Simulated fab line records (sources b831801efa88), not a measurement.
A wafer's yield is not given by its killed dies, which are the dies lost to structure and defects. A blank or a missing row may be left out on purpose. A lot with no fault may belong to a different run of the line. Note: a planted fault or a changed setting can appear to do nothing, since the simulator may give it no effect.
Which tool was responsible? + flow sky130 + 11 lots, 33 wafers sampled, at 2 steps of a route of 708

WHAT THE GAUGES READ, wafer by wafer
SKY_NWELL_OVL_MEAS_23.
| lot  | measured     | on         | NWELL_01_OVL (nm) |
|------|--------------|------------|-------------------|
| L576 | day 5 04:25  | overlay-01 | -0.4 -1.7 -0.1    |
| L579 | day 6 01:34  | overlay-01 | -2.1 -2.1 -1.5    |
| L580 | day 6 05:41  | overlay-02 | - - -             |
| L589 | day 8 15:32  | overlay-02 | 0.4 -0.6 -1.4     |
| L592 | day 9 12:50  | overlay-02 | -0.9 1.7 0.4      |
| L593 | day 9 13:11  | overlay-02 | 0.0 1.2 2.0       |
| L595 | day 10 01:08 | overlay-02 | -0.6 -1.9 0.0     |
| L596 | day 10 07:50 | overlay-02 | 0.2 -0.8 -0.7     |
| L597 | day 10 16:59 | overlay-02 | 1.4 -0.9 0.5      |
| L598 | day 11 03:53 | overlay-01 | 2.8 1.5 2.3       |
| L599 | day 11 12:17 | overlay-01 | 0.7 -0.3 2.6      |

WHAT TOOL EACH LOT RAN ON (gives the tool, then ch and the chambers of the sampled wafers, and finally the start)
| lot  | SKY_NWELL_EXPOSE_20                |
|------|------------------------------------|
| L576 | ilineStepper-02 ch 0, day 4 20:08  |
| L579 | ilineStepper-01 ch 0, day 5 16:43  |
| L580 | ilineStepper-02 ch 0, day 5 21:12  |
| L589 | ilineStepper-02 ch 0, day 8 05:28  |
| L592 | ilineStepper-02 ch 0, day 9 01:36  |
| L593 | ilineStepper-02 ch 0, day 9 02:07  |
| L595 | ilineStepper-02 ch 0, day 9 14:40  |
| L596 | ilineStepper-01 ch 0, day 9 20:24  |
| L597 | ilineStepper-02 ch 0, day 10 06:04 |
| L598 | ilineStepper-02 ch 0, day 10 16:16 |
| L599 | ilineStepper-01 ch 0, day 11 00:26 |
- SKY_NWELL_EXPOSE_20: exposes mask NWM COMPLEMENT, target cd 840 nm.

THE ANSWER, worked out from the rows above alone
Rule: what is usual is taken from the lots themselves. The widest of any qualifying gaps counts: lots, ordered by their means at a reading, are off when they make up no more than a third of the lots, leave a main group of 4 or more, and stand apart from it by 3 or more times the standard deviation of that group's means. The tables above print the reading to a certain number of digits; a main group whose means all agree to those digits is not used. A lot without any number at a reading at which 4 lots or more have one is off too. Where the step has rows for the other lots, those lots are counted as sound.
Off: L580, seen at SKY_NWELL_OVL_MEAS_23 (NWELL_01_OVL). Without a number there: L580. Mean 0.1 nm and standard deviation 1.1 in the main group.
A tool fits if, at a process step before that reading, it ran every lot that is off, and no sound lot after the first of them. The gauges at SKY_NWELL_OVL_MEAS_23 are tried like those tools. Of those tried, none fits.

WHAT WAS PUT IN BY THE SIMULATOR
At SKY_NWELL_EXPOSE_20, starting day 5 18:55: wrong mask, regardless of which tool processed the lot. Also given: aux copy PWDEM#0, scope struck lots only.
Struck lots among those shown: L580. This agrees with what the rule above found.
